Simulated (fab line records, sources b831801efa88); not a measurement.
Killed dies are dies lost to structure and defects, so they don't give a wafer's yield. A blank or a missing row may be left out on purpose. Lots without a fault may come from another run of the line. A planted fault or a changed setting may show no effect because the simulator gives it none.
fab line records | flow sky130
record lots=12 wafers=36 last_day=50
route steps=708 shown VT_ADJUST_NCORE@129 VT_ADJUST_PCH@152 LDD_P@259 SPACER@305
lots that met no fault: from a run of the same line without faults
start_h: hours from the record's first day to the start of the lot's first wafer shown | wait_h: hours since the lot's step before | " the same as in the row above | L1.1+2: a row that stands for several wafers | - no value, or no start given | * or withheld: withheld | < > ~ a bound
route shown NAME@n: a module of which the file shows steps, and the number in the route of the first | usual: mean/standard deviation of fault-free wafers | same: alike in all rows | chamber/n: place in a boat | sites: the reading at each site | _std_site: their standard deviation | _edge_site: outer sites' mean less inner sites' | radius_mm: how far each site lies from the wafer's centre | mask NAME#n: copy n | behind: the tool/chamber that last shaped the wafer | hold: why the lot was held/for how many hours/how that ended | device: the transistor (n, p or np) that didn't switch | end of line: the same wafers' tests at the end of the route | a step without rows: its recipe alone | killed: dies lost to structure and defects at the first sort, not the wafer's yield | map: a wafer's dies, x killed, . not, _ none there
set.NAME: the setting as run; set.NAME@STEP: as run at that earlier step | model.NAME: the simulator's own value behind a step, which no gauge read
steps of the route over a sample of lots; a table a step, a row a wafer
services: from which hour (start_h, from the record's first day; less than 0 if before it) a tool's chamber was out of use, for how many hours, and why
## steps
# step SKY_VT_ADJUST_NCORE_STRIP_10
# recipe chemistry=O2/N2 power_w=1400 pressure_mtorr=1500 platen_temp_c=withheld o2_flow_sccm=3000 n2_flow_sccm=300 overash_fraction=0.5
# usual drypump_motor_current_A=6.0/0.57 oes_product_au=0.715/0.0042 strip_time_to_endpoint_s=14.22/0.043
# columns lot.wafer tool chamber start_h wait_h drypump_motor_current_A oes_product_au rf_hours_counter_h strip_time_to_endpoint_s
L492.2 plasma_asher-01 1 200.68 0.1 6.4 0.714 52 14.24
L492.4 " 0 " " 5.0 0.710 - 14.28
L492.6 " 1 " " 6.4 0.708 - 14.25
L493.4 plasma_asher-02 1 203.66 0.1 6.0 0.718 - 14.19
L493.5 " 0 " " 6.2 0.709 - 14.21
L493.6 " 1 " " 6.0 0.714 - 14.21
L494.2 plasma_asher-03 1 210.63 0.1 6.3 0.714 52 14.25
L494.3 " 1 " " 6.4 0.715 - 14.25
L494.6 " 0 " " 6.6 0.718 - 14.27
L495.1 plasma_asher-02 1 217.72 0.1 6.0 0.717 40 14.26
L495.2 " 0 " " 6.2 0.716 40 14.27
L495.6 " 1 " " 6.0 0.709 - 14.25
L502.2 plasma_asher-01 0 267.17 0.1 5.0 0.715 58 14.24
L502.5 " 1 " " 6.4 0.725 - 14.31
L502.6 " 0 " " 5.0 0.718 - 14.28
L503.2 plasma_asher-02 0 273.97 0.1 6.2 0.712 45 14.29
L503.4 " 0 " " 6.2 0.714 - 14.27
L503.6 " 0 " " 6.2 0.715 - 14.25
L506.2 plasma_asher-01 1 293.22 0.1 6.5 0.720 61 14.22
L506.5 " 1 " " 6.4 0.723 - 14.21
L506.6 " 0 " " 5.0 0.715 - 14.20
L507.3 plasma_asher-02 0 301.11 0.1 6.2 0.714 - 14.17
L507.4 " 1 " " 5.9 0.715 - 14.14
L507.6 " 0 " " 6.2 0.720 - 14.17
L509.2 plasma_asher-03 1 314.37 0.1 6.3 0.725 62 14.28
L509.3 " 1 " " 6.3 0.711 - 14.23
L509.4 " 0 " " 6.6 0.713 - 14.21
L510.2 plasma_asher-03 0 324.43 0.1 6.6 0.717 63 14.16
L510.3 " 1 " " 6.3 0.715 - 14.20
L510.5 " 0 " " 6.6 0.712 - 14.21
L512.2 plasma_asher-01 1 338.68 0.1 6.4 0.712 66 14.24
L512.5 " 0 " " 5.0 0.717 - 14.19
L512.6 " 1 " " 6.4 0.714 - 14.22
L513.1 plasma_asher-03 1 346.47 0.1 6.3 0.713 66 14.16
L513.4 " 1 " " 6.3 0.715 - 14.16
L513.5 " 0 " " 6.6 0.712 - 14.17
# step SKY_VT_ADJUST_PCH_STRIP_09
# recipe chemistry=O2/N2 power_w=1400 pressure_mtorr=1500 platen_temp_c=withheld o2_flow_sccm=3000 n2_flow_sccm=300 overash_fraction=0.5
# usual drypump_motor_current_A=5.7/0.54 oes_product_au=0.722/0.0042 strip_time_to_endpoint_s=36.89/0.1
# columns lot.wafer tool chamber start_h wait_h drypump_motor_current_A oes_product_au rf_hours_counter_h strip_time_to_endpoint_s
L492.2 plasma_asher-01 1 243.96 0.1 6.4 0.726 56 36.97
L492.4 " 0 " " 5.0 0.727 - 37.01
L492.6 " 1 " " 6.4 0.723 - 37.00
L493.4 plasma_asher-02 0 247.84 0.1 6.2 0.717 - 36.89
L493.5 " 0 " " 6.2 0.719 - 36.93
L493.6 " 1 " " 6.0 0.727 - 36.90
L494.2 plasma_asher-01 1 254.60 0.1 6.4 0.717 57 36.78
L494.3 " 1 " " 6.4 0.722 - 36.80
L494.6 " 0 " " 5.0 0.719 - 36.93
L495.1 plasma_asher-01 1 263.91 0.1 6.4 0.724 58 37.11
L495.2 " 0 " " 5.0 0.720 58 36.93
L495.6 " 1 " " 6.4 0.720 - 37.00
L502.2 plasma_asher-01 0 318.45 0.1 5.0 0.722 63 36.73
L502.5 " 0 " " 5.0 0.728 - 36.80
L502.6 " 1 " " 6.4 0.725 - 36.78
L503.2 plasma_asher-01 1 324.41 0.1 6.4 0.715 64 36.68
L503.4 " 1 " " 6.4 0.722 - 36.61
L503.6 " 0 " " 5.0 0.723 - 36.73
L506.2 plasma_asher-01 0 344.61 0.1 5.0 0.717 67 37.07
L506.5 " 1 " " 6.5 0.724 - 37.03
L506.6 " 0 " " 4.9 0.726 - 37.08
L507.3 plasma_asher-02 0 353.24 0.1 6.2 0.715 - 36.89
L507.4 " 1 " " 6.0 0.729 - 36.90
L507.6 " 1 " " 6.0 0.729 - 36.93
L509.2 plasma_asher-01 1 369.40 0.1 6.4 0.728 69 36.78
L509.3 " 1 " " 6.4 0.726 - 36.84
L509.4 " 0 " " 5.0 0.726 - 36.76
L510.2 plasma_asher-04 1 378.55 0.1 5.4 0.710 26 36.95
L510.3 " 1 " " 5.4 0.719 - 37.05
L510.5 " 0 " " 5.5 0.718 - 36.99
L512.2 plasma_asher-04 1 394.66 0.1 5.4 0.724 27 36.92
L512.5 " 0 " " 5.5 0.718 - 36.89
L512.6 " 1 " " 5.4 0.724 - 36.83
L513.1 plasma_asher-01 0 403.30 0.1 4.9 0.730 73 36.75
L513.4 " 0 " " 5.0 0.719 - 36.88
L513.5 " 0 " " 5.0 0.724 - 36.81
# step SKY_LDD_P_EXPOSE_04
# recipe mask_id=PSDM na=0.6 source_shape=conventional sigma_outer=0.6 polarization=unpolarized target_cd_nm=380 dose_mj=138
# columns lot.wafer tool chamber start_h wait_h mask
L493.4+5+6 iline_stepper-02 0 442.20 - PSDM#0
L492.2+4+6 iline_stepper-01 0 442.47 - PSDM#0
L494.2+3+6 iline_stepper-01 0 449.42 - PSDM#0
L495.1+2+6 iline_stepper-01 0 461.20 - PSDM#0
L502.2+5+6 iline_stepper-02 0 527.03 - PSDM#0
L503.2+4+6 iline_stepper-01 0 535.77 - PSDM#0
L506.2+5+6 iline_stepper-01 0 558.49 - PSDM#0
L507.3+4+6 iline_stepper-01 0 566.50 - PSDM#0
L509.2+3+4 iline_stepper-02 0 584.14 - PSDM#0
L510.2+3+5 iline_stepper-02 0 591.39 - PSDM#0
L512.2+5+6 iline_stepper-01 0 604.42 - PSDM#0
L513.1+4+5 iline_stepper-02 0 614.74 - PSDM#0
# step SKY_LDD_P_CD_MEAS_07
# recipe target_cd_nm=380
# usual cd_nm=380.3/2.3
# columns lot.wafer tool chamber start_h wait_h cd_nm
L493.4 cd_sem-02 - 458.13 0.1 382.2
L493.5 " - " " 383.2
L493.6 " - " " 381.4
L492.2 cd_sem-01 - 458.39 0.1 383.6
L492.4 " - " " 383.7
L492.6 " - " " 384.9
L494.2 cd_sem-01 - 465.49 0.1 372.5
L494.3 " - " " 367.0
L494.6 " - " " 371.0
L495.1 cd_sem-02 - 476.07 0.1 371.3
L495.2 " - " " 373.6
L495.6 " - " " 368.6
L502.2 cd_sem-01 - 541.44 0.1 381.5
L502.5 " - " " 382.9
L502.6 " - " " 382.7
L503.2 cd_sem-02 - 549.74 0.1 378.3
L503.4 " - " " 377.2
L503.6 " - " " 379.6
L506.2 cd_sem-01 - 572.69 0.1 378.9
L506.5 " - " " 378.2
L506.6 " - " " 378.6
L507.3 cd_sem-02 - 580.41 0.1 383.9
L507.4 " - " " 384.6
L507.6 " - " " 384.6
L509.2 cd_sem-02 - 597.99 0.1 377.0
L509.3 " - " " 376.5
L509.4 " - " " 379.1
L510.2 cd_sem-01 - 604.54 0.1 381.5
L510.3 " - " " 378.7
L510.5 " - " " 379.3
L512.2 cd_sem-02 - 617.49 0.1 382.3
L512.5 " - " " 384.3
L512.6 " - " " 381.5
L513.1 cd_sem-02 - 628.77 0.1 379.4
L513.4 " - " " 379.4
L513.5 " - " " 377.4
# step SKY_SPACER_THK_MEAS_01
# recipe reads=Si3N4_of_SPACER_CVD_00
# usual SPACER_CVD_00_THK=43.1/0.5
# columns lot.wafer tool chamber start_h wait_h SPACER_CVD_00_THK[nm]
L493.4 film_metro-02 - 551.45 0.0 43.7
L493.5 " - " " 43.7
L493.6 " - " " 43.6
L492.2 film_metro-03 - 552.64 0.0 43.2
L492.4 " - " " 42.9
L492.6 " - " " 42.6
L494.2 film_metro-04 - 560.13 0.0 42.4
L494.3 " - " " 42.3
L494.6 " - " " 42.5
L495.1 film_metro-04 - 571.19 0.0 42.3
L495.2 " - " " 42.4
L495.6 " - " " 42.1
L502.2 film_metro-02 - 631.20 0.0 43.7
L502.5 " - " " 43.9
L502.6 " - " " 44.1
L503.2 film_metro-03 - 639.81 0.0 42.8
L503.4 " - " " 43.1
L503.6 " - " " 42.9
L506.2 film_metro-04 - 659.70 0.0 42.5
L506.5 " - " " 42.5
L506.6 " - " " 42.2
L507.3 film_metro-04 - 667.70 0.0 42.7
L507.4 " - " " 42.6
L507.6 " - " " 42.6
L509.2 film_metro-04 - 686.03 0.0 43.1
L509.3 " - " " 42.8
L509.4 " - " " 42.4
L510.2 film_metro-02 - 692.23 0.0 42.4
L510.3 " - " " 42.6
L510.5 " - " " 42.5
L512.2 film_metro-02 - 706.44 0.0 43.2
L512.5 " - " " 43.8
L512.6 " - " " 43.5
L513.1 film_metro-04 - 715.44 0.0 43.1
L513.4 " - " " 43.0
L513.5 " - " " 43.0
## services
# columns tool chamber start_h hours kind
plasma_asher-01 - 214.94 1.9 repair
iline_stepper-01 - 225.85 3.8 repair
iline_stepper-02 - 237.95 2.1 pm
plasma_asher-02 - 276.26 2.8 pm
plasma_asher-02 - 301.80 0.9 repair
plasma_asher-02 - 307.46 35.1 pm
iline_stepper-02 - 312.56 1.7 pm
plasma_asher-03 - 332.07 2.8 pm
iline_stepper-01 - 339.34 3.0 repair
iline_stepper-01 - 375.11 4.4 pm
iline_stepper-02 - 384.55 8.9 pm
iline_stepper-01 - 393.08 2.0 repair
plasma_asher-01 - 421.25 9.0 pm
iline_stepper-01 - 427.42 1.7 pm
iline_stepper-01 - 435.26 2.8 repair
plasma_asher-03 - 437.57 1.1 repair
plasma_asher-03 - 442.62 6.7 repair
plasma_asher-01 - 457.79 1.4 repair
plasma_asher-03 - 466.06 1.7 repair
iline_stepper-02 - 530.69 1.7 pm
iline_stepper-02 - 549.35 3.4 repair
iline_stepper-01 - 573.88 5.5 repair
plasma_asher-01 - 594.41 9.1 repair
iline_stepper-01 - 605.23 1.5 repair
## key
first_sign step=SKY_LDD_P_CD_MEAS_07 reading=cd_nm direction=down sigmas=4.1 usual=380.3 struck=370.7
effect none on later readings
met_at SKY_LDD_P_EXPOSE_04
struck_lots L494,L495
tester_left_out L494,L495
not_acting_at SKY_VT_ADJUST_NCORE_STRIP_10,SKY_VT_ADJUST_PCH_STRIP_09,SKY_SPACER_THK_MEAS_01
onset_between 442.47 449.42
fault kind=process_parameter_drift tool=iline_stepper-01 chamber=- onset_h=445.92 steps=SKY_LDD_P_EXPOSE_04 channel=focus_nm offset=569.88 spread_by_wafer=0.3 shape=step end_h=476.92
# tester_left_out: of these lots the tester's yield and bins aren't shown, on N5 and GAA mostly nor the transistor test; their killed dies are dies lost to structure and defects alone, not to doping, threshold or leakage, so they don't give the yield
